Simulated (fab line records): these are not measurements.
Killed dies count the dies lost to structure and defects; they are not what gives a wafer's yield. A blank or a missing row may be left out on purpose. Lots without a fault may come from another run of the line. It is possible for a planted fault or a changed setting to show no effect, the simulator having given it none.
fab line records	flow sky130
[record] lots = 7	wafers = 21	last_day = 50
route steps=708 shown VIA2@509 PAD_OPEN@708
lots untouched by any fault: they come from a run of this same line in which no faults occurred
start_h: start of the lot's first displayed wafer, in hours after the record's first day	wait_h: hours from the lot's prior step to this one	" repeats the value in the row above	L1.1+2: a row that stands for several wafers	- no value present, or no start provided	* or withheld: withheld	< > ~ a bound
route shown NAME@n: NAME is a module with steps in the file, n the number in the route of the first one	usual: mean/standard deviation of fault-free wafers	same: alike in all rows	chamber/n: place in a boat	sites: each site's reading	_std_site: standard deviation of those values	_edge_site: mean of outer sites minus mean of inner sites	radius_mm: for every site, how far away it sits from the centre of the wafer	mask NAME#n: copy n	behind: tool/chamber where the wafer was last shaped	hold: why the lot went on hold/how many hours it stayed there/how the hold came to an end	device: the transistor (n, p or np) that didn't switch	end of line: the tests these same wafers got at the end of their route	a step with no rows: only its recipe	killed: dies that structure and defects cost at the first sort, which is not the same as the wafer's yield	map: a wafer's dies, marking killed ones x, the rest . and places with no die _
set.NAME: the setting that was run; set.NAME@STEP: the one run at that earlier step	model.NAME: the simulator's own value behind a step, which no gauge read
lots at some steps of the route; a table a step, a row a wafer
services: from which hour (start_h, from the record's first day; less than 0 if before it) a tool's chamber was out of use, for how many hours, and why
[[steps]]
[step SKY_VIA2_CMP_02]
[recipe] material = SiO2	down_force_psi = 4	platen_rpm = 60	pad_velocity_m_s = 0.94248
[usual] motor_current_A = 12.0/1.3	slurry_filter_dp_kPa = 13.47/0.15
lot.wafer	tool	chamber	start_h	wait_h	motor_current_A	slurry_filter_dp_kPa
L735.4	cmp-01	2	827.43	0.2	11.6	13.52
L735.6	"	3	"	"	13.2	13.50
L735.5	"	0	"	"	11.8	13.52
L748.2	cmp-01	1	928.33	0.1	12.0	13.55
L748.3	"	2	"	"	11.5	13.31
L748.6	"	3	"	"	12.2	13.37
L749.3	cmp-02	3	933.18	0.1	9.3	13.65
L749.1	"	0	"	"	11.9	13.31
L749.5	"	3	"	"	9.1	13.59
L750.2	cmp-02	0	940.04	0.1	11.1	13.49
L750.3	"	1	"	"	13.4	13.35
L750.1	"	2	"	"	13.4	13.36
L751.2	cmp-01	0	946.19	0.1	11.1	13.31
L751.4	"	1	"	"	12.1	13.40
L751.5	"	0	"	"	12.0	13.32
L755.3	cmp-01	3	968.58	0.0	12.0	13.57
L755.1	"	2	"	"	11.7	13.30
L755.6	"	3	"	"	12.3	13.46
L758.1	cmp-01	0	990.36	0.1	11.2	13.38
L758.3	"	3	"	"	12.9	13.41
L758.5	"	1	"	"	12.5	13.81
[step SKY_VIA2_BOW_MEAS_03]
[recipe] mode = bow
[usual] VIA2_BOW = 87/7
lot.wafer	tool	chamber	start_h	wait_h	VIA2_BOW[um]
L735.4	film_metro-03	-	827.64	0.2	83
L735.5	"	-	"	"	100
L735.6	"	-	"	"	91
L748.2	film_metro-03	-	928.55	0.2	80
L748.3	"	-	"	"	78
L748.6	"	-	"	"	70
L749.1	film_metro-01	-	933.43	0.1	85
L749.3	"	-	"	"	84
L749.5	"	-	"	"	89
L750.1	film_metro-02	-	940.29	0.1	75
L750.2	"	-	"	"	82
L750.3	"	-	"	"	89
L751.2	film_metro-02	-	946.46	0.2	104
L751.4	"	-	"	"	95
L751.5	"	-	"	"	102
L755.1	film_metro-02	-	968.88	0.1	82
L755.3	"	-	"	"	80
L755.6	"	-	"	"	89
L758.1	film_metro-02	-	990.66	0.2	97
L758.3	"	-	"	"	84
L758.5	"	-	"	"	91
[step SKY_VIA2_DEHYDRATE_04]
[recipe] temp_c = 200	time_s = 60
[step SKY_VIA2_HMDS_05]
[recipe] prime_time_s = 60	prime_temp_c = 120
[step SKY_VIA2_COAT_06]
[recipe] resist = BARC	temp_c = withheld	time_s = withheld	spin_rpm = 3000	resist_thk_nm = 60
[step SKY_VIA2_COAT_07]
[recipe] resist = KrF-thick	spin_rpm = 3000	resist_thk_nm = 450
[step SKY_VIA2_SOFTBAKE_08]
[recipe] temp_c = 100	time_s = 90	resist = KrF-thick
[step SKY_VIA2_EXPOSE_09]
[recipe] mask_id = VIM2	na = 0.8	source_shape = annular	sigma_inner = 0.55	sigma_outer = 0.85	target_cd_nm = 200	dose_mj = 38
[step SKY_VIA2_PEB_10]
[recipe] peb_temp_c = withheld	peb_time_s = withheld	resist = KrF-thick
[step SKY_VIA2_DEVELOP_11]
[recipe] develop_time_s = 60	resist = KrF-thick	dev_temp_c = 21
[step SKY_VIA2_CD_MEAS_12]
[recipe] target_cd_nm = 200
[usual] cd_nm = 200.0/1.5
lot.wafer	tool	chamber	start_h	wait_h	cd_nm
L735.4	cd_sem-01	-	854.62	-	203.0
L735.5	"	-	"	"	202.2
L735.6	"	-	"	"	202.8
L748.2	cd_sem-02	-	953.09	-	200.4
L748.3	"	-	"	"	201.1
L748.6	"	-	"	"	201.7
L749.1	cd_sem-01	-	958.21	-	199.8
L749.3	"	-	"	"	200.1
L749.5	"	-	"	"	200.2
L750.1	cd_sem-01	-	964.06	-	201.3
L750.2	"	-	"	"	202.1
L750.3	"	-	"	"	202.1
L751.2	cd_sem-01	-	970.14	-	197.7
L751.4	"	-	"	"	197.8
L751.5	"	-	"	"	198.1
L755.1	cd_sem-02	-	992.70	-	196.4
L755.3	"	-	"	"	196.9
L755.6	"	-	"	"	197.5
L758.1	cd_sem-02	-	1014.37	-	200.9
L758.3	"	-	"	"	201.5
L758.5	"	-	"	"	201.7
[step SKY_VIA2_OVL_MEAS_13]
[usual] VIA2_OVL = 1/5.2
lot.wafer	tool	chamber	start_h	wait_h	VIA2_OVL[nm]
L735.4	overlay-02	-	854.69	0.1	-1
L735.5	"	-	"	"	-1
L735.6	"	-	"	"	4
L748.2	overlay-02	-	953.20	0.1	5
L748.3	"	-	"	"	-2
L748.6	"	-	"	"	0
L749.1	overlay-02	-	958.33	0.1	3
L749.3	"	-	"	"	-2
L749.5	"	-	"	"	1
L750.1	overlay-02	-	964.18	0.1	4
L750.2	"	-	"	"	5
L750.3	"	-	"	"	4
L751.2	overlay-02	-	970.25	0.1	10
L751.4	"	-	"	"	12
L751.5	"	-	"	"	9
L755.1	overlay-01	-	992.82	0.1	-2
L755.3	"	-	"	"	3
L755.6	"	-	"	"	-5
L758.1	overlay-01	-	1014.49	0.1	1
L758.3	"	-	"	"	-3
L758.5	"	-	"	"	3
[step SKY_VIA2_ETCH_14]
[recipe] chemistry = N2/H2	target = BARC	ion_energy_ev = 200	source_w = 500	bias_w = 100	pressure_mtorr = 30	n2_flow_sccm = 100	h2_flow_sccm = 200	stop_on = SiO2	time_s = 45.9	target_depth_a = 600
[usual] bias_w = 100.0/0.31	chamber_pressure_mTorr = 30.003/0.028	drypump_motor_current_A = 5.8/0.37	oes_product_au = 0.855/0.0047	throttle_valve_pct = 13.225/0.0086	time_s = 45.9/0
lot.wafer	tool	chamber	start_h	wait_h	bias_w	chamber_pressure_mTorr	drypump_motor_current_A	oes_product_au	rf_hours_counter_h	throttle_valve_pct	time_s	model.KrF-thick_of_VIA2_COAT_07.thk_nm
L735.4	rie_diel-04	1	854.73	0.0	99.6	30.020	6.0	0.840	-	13.227	45.9	393.6
L735.5	"	3	"	"	100.2	30.000	5.7	0.860	-	13.224	45.9	394
L735.6	"	2	"	"	99.9	29.992	6.4	0.859	-	13.224	45.9	394.8
L748.2	rie_diel-04	2	953.23	0.0	-	-	-	-	-	-	-	434.9
L748.3	"	3	"	"	-	-	-	-	-	-	-	434.7
L748.6	"	0	"	"	-	-	-	-	-	-	-	434.8
L749.1	rie_diel-02	3	958.36	0.0	-	-	-	-	-	-	-	435.2
L749.3	"	1	"	"	-	-	-	-	-	-	-	435.6
L749.5	"	0	"	"	-	-	-	-	-	-	-	436.3
L750.1	rie_diel-02	1	964.21	0.0	-	-	-	-	-	-	-	435.3
L750.2	"	3	"	"	-	-	-	-	-	-	-	435.9
L750.3	"	0	"	"	-	-	-	-	-	-	-	436
L751.2	rie_diel-03	0	970.28	0.0	99.8	29.998	5.8	0.854	11	13.221	45.9	393.4
L751.4	"	2	"	"	100.1	29.990	5.3	0.862	13	13.227	45.9	391.5
L751.5	"	3	"	"	99.5	30.002	5.3	0.849	-	13.214	45.9	391.3
L755.1	rie_diel-04	0	992.85	0.0	99.4	29.970	5.8	0.857	5	13.235	45.9	392.9
L755.3	"	2	"	"	99.2	30.039	6.4	0.853	14	13.227	45.9	392.9
L755.6	"	1	"	"	99.9	29.998	5.9	0.856	-	13.223	45.9	394.1
L758.1	rie_diel-03	0	1014.53	0.0	100.1	29.998	5.8	0.859	13	13.219	45.9	394.5
L758.3	"	3	"	"	100.5	30.007	5.3	0.856	19	13.228	45.9	392.9
L758.5	"	2	"	"	100.1	29.968	5.3	0.858	-	13.210	45.9	395.6
[step SKY_VIA2_ETCH_15]
[recipe] target = SiO2	chemistry = C4F8/O2/Ar	target_depth_nm = 546	stop_on = TiN	mask_material = KrF-thick	source_w = 1500	bias_w = 1200	pressure_mtorr = 40	c4f8_flow_sccm = withheld	O2_flow_sccm = 6	Ar_flow_sccm = 300	time_s = 84
[usual] bias_w = 1201/3.5	chamber_pressure_mTorr = 40.00/0.037	oes_product_au = 0.939/0.0046
[same] time_s = 84
lot.wafer	tool	chamber	start_h	wait_h	bias_w	chamber_pressure_mTorr	oes_product_au	rf_hours_counter_h	model.KrF-thick_of_VIA2_COAT_07.thk_nm
L735.4	rie_diel-04	1	854.79	0.0	1200	39.96	0.943	-	281.6
L735.5	"	3	"	"	1205	40.04	0.941	-	281.4
L735.6	"	2	"	"	1200	39.95	0.940	-	284.1
L748.2	rie_diel-04	2	953.27	0.0	1201	40.00	0.375	12	326.9
L748.3	"	3	"	"	1201	40.01	0.374	30	325.6
L748.6	"	0	"	"	1199	39.94	0.380	-	327
L749.1	rie_diel-02	3	958.41	0.0	1199	40.01	0.373	19	322.2
L749.3	"	1	"	"	1200	40.03	0.373	12	325.8
L749.5	"	0	"	"	1203	40.01	0.373	-	324.9
L750.1	rie_diel-02	1	964.26	0.0	1192	40.07	0.380	12	325.5
L750.2	"	3	"	"	1199	39.98	0.368	19	323.3
L750.3	"	0	"	"	1207	39.94	0.371	17	324
L751.2	rie_diel-03	0	970.32	0.0	1198	40.03	0.933	11	284.7
L751.4	"	2	"	"	1204	40.06	0.935	13	284.3
L751.5	"	3	"	"	1204	40.00	0.934	-	283.6
L755.1	rie_diel-04	0	992.90	0.0	1198	40.02	0.940	5	284.9
L755.3	"	2	"	"	1206	39.99	0.944	14	284.8
L755.6	"	1	"	"	1200	39.97	0.940	-	287.7
L758.1	rie_diel-03	0	1014.57	0.0	1205	39.99	0.937	13	285.9
L758.3	"	3	"	"	1201	40.01	0.935	19	284.8
L758.5	"	2	"	"	1202	40.11	0.941	-	289.4
[step SKY_VIA2_STRIP_16]
[recipe] chemistry = O2/N2	power_w = 1400	pressure_mtorr = 1500	platen_temp_c = withheld	o2_flow_sccm = 3000	n2_flow_sccm = 300	overash_fraction = 0.5
[usual] chamber_pressure_mTorr = 1500.1/1.5	drypump_motor_current_A = 5.87/0.12	oes_product_au = 0.399/0.0047	strip_time_to_endpoint_s = 4.057/0.029
lot.wafer	tool	chamber	start_h	wait_h	chamber_pressure_mTorr	drypump_motor_current_A	oes_product_au	rf_hours_counter_h	strip_time_to_endpoint_s
L735.4	plasma_asher-02	1	854.85	0.0	1496.1	5.68	0.397	-	4.026
L735.5	"	0	"	"	1499.8	6.02	0.403	-	4.026
L735.6	"	1	"	"	1499.9	5.69	0.389	-	4.060
L748.2	plasma_asher-02	1	953.33	0.0	1499.3	5.70	0.419	107	4.500
L748.3	"	0	"	"	1500.6	6.01	0.415	-	4.488
L748.6	"	1	"	"	1500.5	5.71	0.411	-	4.503
L749.1	plasma_asher-01	0	958.47	0.0	1498.3	5.87	0.411	85	4.456
L749.3	"	0	"	"	1498.9	5.87	0.419	-	4.498
L749.5	"	0	"	"	1502.7	5.87	0.404	-	4.485
L750.1	plasma_asher-01	1	964.32	0.0	1501.4	5.80	0.412	85	4.486
L750.2	"	0	"	"	1499.4	5.86	0.421	85	4.480
L750.3	"	0	"	"	1502.2	5.88	0.415	-	4.476
L751.2	plasma_asher-02	1	970.38	0.0	1499.4	5.69	0.400	109	4.068
L751.4	"	0	"	"	1497.0	5.99	0.393	-	4.071
L751.5	"	0	"	"	1502.2	6.05	0.396	-	4.043
L755.1	plasma_asher-01	0	992.96	0.0	1498.8	5.88	0.397	89	4.057
L755.3	"	1	"	"	1497.3	5.82	0.405	-	4.060
L755.6	"	0	"	"	1501.6	5.88	0.399	-	4.098
L758.1	plasma_asher-01	1	1014.63	0.0	1500.7	5.83	0.402	92	4.063
L758.3	"	1	"	"	1501.4	5.83	0.400	-	4.075
L758.5	"	0	"	"	1501.5	5.85	0.407	-	4.112
[step SKY_VIA2_STRIP_17]
[recipe] chemistry = post_etch_residue_remover	time_s = 1200	temp_c = 72.5
[step SKY_PAD_OPEN_PROBE_99]
[usual] defect_limited_yield = 82.7/1.7	killed_at_M0_to_M3 = 41/6.2	killed_at_M4_up = 3.0/1.7	killed_at_contacts = 25/5.8	killed_at_front_end = 16/4.5	killed_at_other = 0.2/0.42	killed_dies = 85/8.4	killed_on_rim = 17/4.1	killed_open = 46/5.9	killed_short = 39/6.3	sort_bin_3_pad_short = 0.9/0.4	sort_bin_5_function = 10.2/1.3	sort_bin_6_memory = 6.2/1	sort_n_pass = 407/8.4	sort_yield_pct = 82.7/1.7
[same] gross_dies = 492	killed_at_back_side = 0	sort_bin_4_leakage[%] = 0	sort_bin_8_speed[%] = 0
lot.wafer	tool	chamber	start_h	wait_h	defect_limited_yield[%]	killed_at_M0_to_M3	killed_at_M4_up	killed_at_contacts	killed_at_front_end	killed_at_other	killed_dies	killed_on_rim	killed_open	killed_short	sort_bin_3_pad_short[%]	sort_bin_5_function[%]	sort_bin_6_memory[%]	sort_n_pass	sort_yield_pct[%]
L735.4	prober-02	-	1083.34	0.2	83.1	38	4	22	19	0	83	15	45	38	0.8	9.6	6.5	409	83.1
L735.5	prober-02	-	1083.39	0.2	81.7	50	6	18	16	0	90	20	49	41	1.6	10.2	6.5	402	81.7
L735.6	prober-02	-	1083.44	0.2	81.1	43	6	23	20	1	93	13	48	45	1.4	13.0	4.5	399	81.1
L748.2	prober-01	-	1159.91	0.1	0	456	2	20	14	0	492	96	45	28	0.6	94.1	5.3	0	0
L748.3	prober-01	-	1159.96	0.2	0	437	5	32	18	0	492	96	52	34	0.4	92.9	6.7	0	0
L748.6	prober-01	-	1160.11	0.2	0	449	1	28	14	0	492	96	48	46	0.6	92.9	6.5	0	0
L749.1	prober-02	-	1161.81	0.1	0	448	7	18	19	0	492	96	40	46	0.6	92.3	7.1	0	0
L749.3	prober-02	-	1161.91	0.2	0	464	1	17	9	1	492	96	47	31	0.4	93.9	5.7	0	0
L749.5	prober-02	-	1162.01	0.2	0	446	2	30	14	0	492	96	42	39	1.2	93.1	5.7	0	0
L750.1	prober-01	-	1165.92	0.1	0	453	5	24	10	0	492	96	49	34	1.0	92.7	6.3	0	0
L750.2	prober-01	-	1165.97	0.1	0	450	4	22	16	0	492	96	42	36	0.8	93.3	5.9	0	0
L750.3	prober-01	-	1166.02	0.2	0	452	1	24	15	0	492	96	46	46	0.8	92.5	6.7	0	0
L751.2	prober-02	-	1172.11	0.1	83.3	37	4	31	10	0	82	16	51	31	0.2	11.2	5.3	410	83.3
L751.4	prober-02	-	1172.21	0.2	84.6	42	2	18	14	0	76	16	39	37	0.2	9.6	5.7	416	84.6
L751.5	prober-02	-	1172.26	0.2	82.7	42	5	22	16	0	85	15	49	35	0.8	10.8	5.7	407	82.7
L755.1	prober-01	-	1186.97	0.1	81.5	33	6	32	20	0	91	17	44	44	1.2	11.4	5.9	401	81.5
L755.3	prober-01	-	1187.07	0.2	81.5	50	3	21	17	0	91	17	45	45	1.4	11.6	5.5	401	81.5
L755.6	prober-01	-	1187.22	0.2	83.5	43	2	22	14	0	81	14	48	33	1.4	10.2	4.9	411	83.5
L758.1	prober-01	-	1202.81	0.1	85.2	35	0	30	8	0	73	10	44	29	0	8.9	5.9	419	85.2
L758.3	prober-01	-	1202.91	0.2	80.3	44	1	34	18	0	97	17	48	48	0.6	11.4	7.7	395	80.3
L758.5	prober-01	-	1203.01	0.2	81.5	55	1	22	13	0	91	21	43	48	1.8	9.6	7.1	401	81.5
// killed by level:class
L735.4 VIA1:geometric_particle:open=7 VIA3:geometric_particle:open=7 VIA2:geometric_particle:open=6 CONTACT:geometric_particle:open=5 POLY_GATE:geometric_particle:open=5 POLY_GATE:geometric_particle:short=5 LOCAL_INTERCONNECT:geometric_particle:short=5 FIELD_ISO:geometric_particle:short=4
L735.5 VIA1:geometric_particle:open=13 VIA3:geometric_particle:open=11 METAL1:geometric_particle:short=8 CONTACT:geometric_particle:open=6 LOCAL_INTERCONNECT:geometric_particle:short=5 VIA2:geometric_particle:open=5 POLY_GATE:geometric_particle:short=4 LI_CONTACT:geometric_particle:open=4
L735.6 CONTACT:geometric_particle:open=13 VIA1:geometric_particle:open=11 POLY_GATE:geometric_particle:short=6 VIA1:geometric_particle:short=5 VIA3:geometric_particle:open=5 VIA2:geometric_particle:open=5 FIELD_ISO:geometric_particle:short=4 METAL3:geometric_particle:short=4
L748.2 VIA2:area_etch=418 VIA1:geometric_particle:open=8 LI_CONTACT:geometric_particle:open=7 CONTACT:geometric_particle:open=7 VIA3:geometric_particle:open=6 VIA2:geometric_particle:open=5 FIELD_ISO:geometric_particle:open=4 FIELD_ISO:geometric_particle:short=4
L748.3 VIA2:area_etch=405 CONTACT:geometric_particle:open=12 LI_CONTACT:geometric_particle:open=9 VIA1:geometric_particle:open=7 VIA3:geometric_particle:open=6 CONTACT:geometric_particle:short=5 METAL1:geometric_particle:short=5 METAL4:geometric_particle:short=5
L748.6 VIA2:area_etch=398 LI_CONTACT:geometric_particle:open=12 VIA1:geometric_particle:open=10 METAL2:geometric_particle:short=8 METAL3:geometric_particle:short=8 CONTACT:geometric_particle:open=7 METAL1:geometric_particle:short=6 LOCAL_INTERCONNECT:geometric_particle:short=5
L749.1 VIA2:area_etch=406 VIA1:geometric_particle:short=11 VIA1:geometric_particle:open=9 POLY_GATE:geometric_particle:short=8 CONTACT:geometric_particle:open=8 METAL2:geometric_particle:short=7 LI_CONTACT:geometric_particle:open=5 METAL4:geometric_particle:short=5
L749.3 VIA2:area_etch=414 VIA1:geometric_particle:open=16 VIA2:geometric_particle:open=7 METAL2:geometric_particle:short=6 LI_CONTACT:geometric_particle:open=6 VIA3:geometric_particle:open=6 CONTACT:geometric_particle:open=5 POLY_GATE:geometric_particle:short=4
L749.5 VIA2:area_etch=411 VIA1:geometric_particle:open=11 CONTACT:geometric_particle:open=10 LI_CONTACT:geometric_particle:open=6 LI_CONTACT:geometric_particle:short=5 LOCAL_INTERCONNECT:geometric_particle:short=4 CONTACT:geometric_particle:short=4 METAL2:geometric_particle:short=4
L750.1 VIA2:area_etch=409 VIA1:geometric_particle:open=13 CONTACT:geometric_particle:open=8 CONTACT:geometric_particle:short=7 FIELD_ISO:geometric_particle:open=6 METAL3:geometric_particle:short=6 LI_CONTACT:geometric_particle:open=5 METAL1:geometric_particle:open=4
L750.2 VIA2:area_etch=414 VIA1:geometric_particle:open=10 METAL1:geometric_particle:short=9 LI_CONTACT:geometric_particle:open=8 VIA3:geometric_particle:open=6 FIELD_ISO:geometric_particle:open=5 CONTACT:geometric_particle:open=5 FIELD_ISO:geometric_particle:short=4
L750.3 VIA2:area_etch=400 VIA1:geometric_particle:open=14 CONTACT:geometric_particle:open=12 METAL1:geometric_particle:short=9 METAL2:geometric_particle:short=6 VIA2:geometric_particle:short=6 POLY_GATE:geometric_particle:short=5 CONTACT:geometric_particle:short=5
L751.2 CONTACT:geometric_particle:open=13 VIA1:geometric_particle:open=10 LI_CONTACT:geometric_particle:open=7 VIA2:geometric_particle:open=5 VIA1:geometric_particle:short=5 VIA3:geometric_particle:open=5 LOCAL_INTERCONNECT:geometric_particle:short=4 CONTACT:geometric_particle:short=4
L751.4 VIA2:geometric_particle:open=10 CONTACT:geometric_particle:open=7 CONTACT:geometric_particle:short=5 VIA1:geometric_particle:short=5 VIA3:geometric_particle:short=5 VIA3:geometric_particle:open=5 POLY_GATE:geometric_particle:short=4 VIA1:geometric_particle:open=4
L751.5 VIA1:geometric_particle:open=11 CONTACT:geometric_particle:open=7 METAL2:geometric_particle:short=7 LI_CONTACT:geometric_particle:open=6 FIELD_ISO:geometric_particle:open=5 VIA2:geometric_particle:open=5 POLY_GATE:geometric_particle:open=4 CONTACT:geometric_particle:short=4
L755.1 CONTACT:geometric_particle:open=15 FIELD_ISO:geometric_particle:open=5 POLY_GATE:geometric_particle:short=5 LOCAL_INTERCONNECT:geometric_particle:short=5 VIA1:geometric_particle:open=5 METAL4:geometric_particle:short=5 POLY_GATE:geometric_particle:open=4 LI_CONTACT:geometric_particle:open=4
L755.3 VIA2:geometric_particle:open=10 METAL1:geometric_particle:short=9 VIA3:geometric_particle:short=8 CONTACT:geometric_particle:open=8 POLY_GATE:geometric_particle:open=6 VIA1:geometric_particle:open=5 VIA3:geometric_particle:open=5 VIA1:geometric_particle:short=4
L755.6 CONTACT:geometric_particle:open=12 VIA1:geometric_particle:open=10 VIA3:geometric_particle:open=8 VIA2:geometric_particle:short=6 FIELD_ISO:geometric_particle:short=5 VIA2:geometric_particle:open=5 POLY_GATE:geometric_particle:open=4 VIA3:geometric_particle:short=4
L758.1 LI_CONTACT:geometric_particle:open=10 VIA1:geometric_particle:open=8 CONTACT:geometric_particle:open=7 VIA3:geometric_particle:open=7 CONTACT:geometric_particle:short=6 VIA2:geometric_particle:open=6 FIELD_ISO:geometric_particle:short=5 METAL1:geometric_particle:short=5
L758.3 CONTACT:geometric_particle:open=13 VIA1:geometric_particle:open=10 LOCAL_INTERCONNECT:geometric_particle:short=10 METAL1:geometric_particle:short=8 LI_CONTACT:geometric_particle:open=7 METAL2:geometric_particle:short=7 FIELD_ISO:geometric_particle:open=6 VIA1:geometric_particle:short=4
L758.5 VIA1:geometric_particle:open=14 LI_CONTACT:geometric_particle:short=7 VIA3:geometric_particle:open=7 METAL1:geometric_particle:short=7 METAL2:geometric_particle:short=7 VIA2:geometric_particle:open=7 POLY_GATE:geometric_particle:short=6 LOCAL_INTERCONNECT:geometric_particle:short=6
// map L748.2 (x killed, . not)
__________xxxxxxxxxx_________
________xxxxxxxxxxxxxx_______
______xxxxxxxxxxxxxxxxxx_____
_____xxxxxxxxxxxxxxxxxxxx____
____xxxxxxxxxxxxxxxxxxxxxx___
___xxxxxxxxxxxxxxxxxxxxxxxx__
__xxxxxxxxxxxxxxxxxxxxxxxxxx_
_xxxxxxxxxxxxxxxxxxxxxxxxxxxx
_xxxxxxxxxxxxxxxxxxxxxxxxxxxx
_xxxxxxxxxxxxxxxxxxxxxxxxxxxx
_xxxxxxxxxxxxxxxxxxxxxxxxxxxx
_xxxxxxxxxxxxxxxxxxxxxxxxxxxx
_xxxxxxxxxxxxxxxxxxxxxxxxxxxx
_xxxxxxxxxxxxxxxxxxxxxxxxxxxx
_xxxxxxxxxxxxxxxxxxxxxxxxxxxx
__xxxxxxxxxxxxxxxxxxxxxxxxxx_
___xxxxxxxxxxxxxxxxxxxxxxxx__
____xxxxxxxxxxxxxxxxxxxxxx___
_____xxxxxxxxxxxxxxxxxxxx____
______xxxxxxxxxxxxxxxxxx_____
________xxxxxxxxxxxxxx_______
__________xxxxxxxxxx_________
// map L749.1 (x killed, . not)
__________xxxxxxxxxx_________
________xxxxxxxxxxxxxx_______
______xxxxxxxxxxxxxxxxxx_____
_____xxxxxxxxxxxxxxxxxxxx____
____xxxxxxxxxxxxxxxxxxxxxx___
___xxxxxxxxxxxxxxxxxxxxxxxx__
__xxxxxxxxxxxxxxxxxxxxxxxxxx_
_xxxxxxxxxxxxxxxxxxxxxxxxxxxx
_xxxxxxxxxxxxxxxxxxxxxxxxxxxx
_xxxxxxxxxxxxxxxxxxxxxxxxxxxx
_xxxxxxxxxxxxxxxxxxxxxxxxxxxx
_xxxxxxxxxxxxxxxxxxxxxxxxxxxx
_xxxxxxxxxxxxxxxxxxxxxxxxxxxx
_xxxxxxxxxxxxxxxxxxxxxxxxxxxx
_xxxxxxxxxxxxxxxxxxxxxxxxxxxx
__xxxxxxxxxxxxxxxxxxxxxxxxxx_
___xxxxxxxxxxxxxxxxxxxxxxxx__
____xxxxxxxxxxxxxxxxxxxxxx___
_____xxxxxxxxxxxxxxxxxxxx____
______xxxxxxxxxxxxxxxxxx_____
________xxxxxxxxxxxxxx_______
__________xxxxxxxxxx_________
[[services]]
tool	chamber	start_h	hours	kind
rie_diel-02	1	819.37	5.7	repair
cmp-01	-	832.16	0.3	repair
cmp-01	-	847.93	1.6	repair
cmp-02	-	852.12	1.7	repair
rie_diel-04	0	853.08	-	clean
rie_diel-04	0	853.08	22.2	scheduled_down
rie_diel-04	0	853.08	22.2	vent_cycle
plasma_asher-01	-	865.62	2.9	repair
cmp-01	-	866.99	4.4	repair
rie_diel-03	2	869.89	10.1	repair
rie_diel-04	1	898.57	21.4	repair
plasma_asher-02	-	905.53	1.8	repair
cmp-01	-	912.00	4.0	pm
plasma_asher-02	-	923.32	2.3	repair
cmp-02	-	924.56	2.2	repair
cmp-01	-	936.42	0.9	repair
rie_diel-04	1	941.47	-	clean
rie_diel-04	1	941.47	17.4	scheduled_down
rie_diel-04	-	948.00	2.8	pm
rie_diel-02	2	955.72	16.4	repair
plasma_asher-02	-	975.31	159.8	pm
rie_diel-02	-	985.45	38.1	repair
cmp-01	-	997.92	0.6	repair
cmp-02	-	1013.08	3.8	pm
[[key]]
[first_sign] step = SKY_VIA2_ETCH_14	reading = tool_record	direction = missing
[effect] step = SKY_VIA2_ETCH_15	reading = oes_product_au	direction = down	sigmas = 99+	usual = 0.939	struck = 0.374
[effect] step = SKY_VIA2_STRIP_16	reading = strip_time_to_endpoint_s	direction = up	sigmas = 15	usual = *	struck = *
[effect] step = SKY_PAD_OPEN_PROBE_99	reading = killed_at_M0_to_M3	direction = up	sigmas = 66	usual = 41	struck = 451
[model_effect] step = SKY_VIA2_ETCH_14	value = KrF-thick_of_VIA2_COAT_07.thk_nm	without = 391.7	struck = 435.4
[model_effect] step = SKY_VIA2_ETCH_15	value = KrF-thick_of_VIA2_COAT_07.thk_nm	without = 281.3	struck = 325
[more_kills_born_at] SKY_VIA2_ETCH_14@rie_diel-02 = 2454	SKY_VIA2_ETCH_14@rie_diel-04 = 1221
met_at SKY_VIA2_ETCH_14
struck_wafers L748.2,L748.3,L748.6,L749.1,L749.3,L749.5,L750.1,L750.2,L750.3
later_rows_left_out L748.2,L748.3,L748.6,L749.1,L749.3,L749.5,L750.1,L750.2,L750.3
onset_between 854.73 953.23
[fault] kind = skipped_step_whole	tool = rie_diel-02,rie_diel-04	chamber = -	onset_h = 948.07	steps = SKY_VIA2_ETCH_14	scope = struck_lots_only
// later_rows_left_out: the simulator's readings of these wafers behind a module that went badly wrong aren't trusted and aren't shown, but for the sort
